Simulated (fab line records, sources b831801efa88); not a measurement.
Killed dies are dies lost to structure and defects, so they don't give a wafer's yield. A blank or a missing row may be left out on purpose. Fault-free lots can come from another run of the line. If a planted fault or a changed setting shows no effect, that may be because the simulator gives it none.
Shared-tool check | flow sky130 | Sample size 12 lots and 36 wafers

REASON FOR OPENING
SKY_VT_ADJUST_HVTP_OVL_MEAS_08, reading VT_ADJUST_HVTP_OVL: flagged on 4 of 12 lots. Wafers without a fault read 0.0 nm, standard deviation 1.3.
Rule: a lot gets a flag if all its wafers with a number sit over 4 standard deviations from that mean, or if no wafer of it has a number. The other lots count as sound.

lot  | measured     | on         | VT_ADJUST_HVTP_OVL (nm), wafer by wafer | flag
L945 | day 7 06:11  | overlay-02 | 0.4 -0.5 -0.8                           |
L946 | day 7 11:21  | overlay-02 | 3.1 0.8 2.1                             |
L949 | day 8 05:55  | overlay-02 | 0.6 0.9 -0.5                            |
L951 | day 8 15:30  | overlay-01 | -0.5 1.0 0.9                            |
L952 | day 8 19:52  | overlay-02 | 2.0 1.7 1.4                             |
L954 | day 9 10:45  | overlay-02 | -1.0 -1.9 -1.0                          |
L955 | day 9 19:12  | overlay-02 | 38.3 39.1 37.8                          | FLAGGED
L956 | day 9 23:01  | overlay-01 | 38.7 37.5 37.4                          | FLAGGED
L958 | day 10 16:29 | overlay-02 | 2.4 2.3 2.1                             |
L960 | day 10 23:56 | overlay-01 | 38.5 38.0 37.1                          | FLAGGED
L959 | day 11 01:02 | overlay-01 | 38.4 38.8 39.6                          | FLAGGED
L964 | day 12 16:06 | overlay-02 | -0.1 0.6 -0.3                           |
The numbers of the flagged lots are 38.3 nm on average: +38.3 nm against the usual, or +29 standard deviations.

LOT BY LOT: THE TOOL USED
Before the reading, the record contains 2 process steps out of a 708-step route. Each cell gives the tool, then ch followed by the chambers the sampled wafers passed through, then the start.
lot  | flag    | SKY_DNWELL_STRIP_08                 | SKY_VT_ADJUST_HVTP_EXPOSE_04
L945 |         | plasma-asher-02 ch 0,1, day 4 04:13 | iline-stepper-01 ch 0, day 6 20:49
L946 |         | plasma-asher-01 ch 0,1, day 4 08:11 | iline-stepper-01 ch 0, day 7 01:35
L949 |         | plasma-asher-04 ch 0,1, day 5 01:31 | iline-stepper-02 ch 0, day 7 20:38
L951 |         | plasma-asher-04 ch 0,1, day 5 09:36 | iline-stepper-02 ch 0, day 8 05:35
L952 |         | plasma-asher-01 ch 0,1, day 5 14:10 | iline-stepper-01 ch 0, day 8 09:42
L954 |         | plasma-asher-01 ch 0,1, day 6 02:27 | iline-stepper-01 ch 0, day 8 23:44
L955 | FLAGGED | plasma-asher-04 ch 0,1, day 6 10:20 | iline-stepper-01 ch 0, day 9 09:17
L956 | FLAGGED | plasma-asher-02 ch 0,1, day 6 13:06 | iline-stepper-01 ch 0, day 9 12:38
L958 |         | plasma-asher-01 ch 0,1, day 7 03:11 | iline-stepper-02 ch 0, day 10 05:46
L960 | FLAGGED | plasma-asher-02 ch 0,1, day 7 11:05 | iline-stepper-01 ch 0, day 10 12:51
L959 | FLAGGED | plasma-asher-04 ch 0,1, day 7 09:16 | iline-stepper-01 ch 0, day 10 13:37
L964 |         | plasma-asher-04 ch 0,1, day 8 17:39 | iline-stepper-02 ch 0, day 12 03:32
What the steps here do:
- SKY_DNWELL_STRIP_08: strips in O2/N2.
- SKY_VT_ADJUST_HVTP_EXPOSE_04: exposes mask HVTPM, target cd 380 nm.
- SKY_VT_ADJUST_HVTP_OVL_MEAS_08

FLAGGED OVER TOTAL, TOOL BY TOOL (the gauges that took the reading come last)
step                           | tool             | lots run | flagged | share of the flagged lots | sound lots run after its first flagged lot
SKY_DNWELL_STRIP_08            | plasma-asher-01  | 4        | 0       | none                      | -
SKY_DNWELL_STRIP_08            | plasma-asher-02  | 3        | 2       | some                      | 0
SKY_DNWELL_STRIP_08            | plasma-asher-04  | 5        | 2       | some                      | 1 (L964)
SKY_VT_ADJUST_HVTP_EXPOSE_04   | iline-stepper-01 | 8        | 4       | all                       | 0
SKY_VT_ADJUST_HVTP_EXPOSE_04   | iline-stepper-02 | 4        | 0       | none                      | -
SKY_VT_ADJUST_HVTP_OVL_MEAS_08 | overlay-01       | 4        | 3       | some                      | 0
SKY_VT_ADJUST_HVTP_OVL_MEAS_08 | overlay-02       | 8        | 1       | some                      | 2 (L958,L964)

THE TABLE: WHAT IT ALLOWS
In the table, 1 row covers all flagged lots: iline-stepper-01 at SKY_VT_ADJUST_HVTP_EXPOSE_04.
- iline-stepper-01 at SKY_VT_ADJUST_HVTP_EXPOSE_04: 4 of its 8 lots flagged. A fault beginning between L954 (day 8 23:44), its last sound lot, and L955 (day 9 09:17), its first flagged one, fits the data.
iline-stepper-01 at SKY_VT_ADJUST_HVTP_EXPOSE_04 is the single tool remaining.

WHAT THE SIMULATOR PUT IN
Scanner matching overlay: iline-stepper-01, from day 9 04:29 on, at SKY_VT_ADJUST_HVTP_EXPOSE_04. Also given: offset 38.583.
Struck lots among those shown: L955, L956, L960, L959. This agrees with what the rule above found.
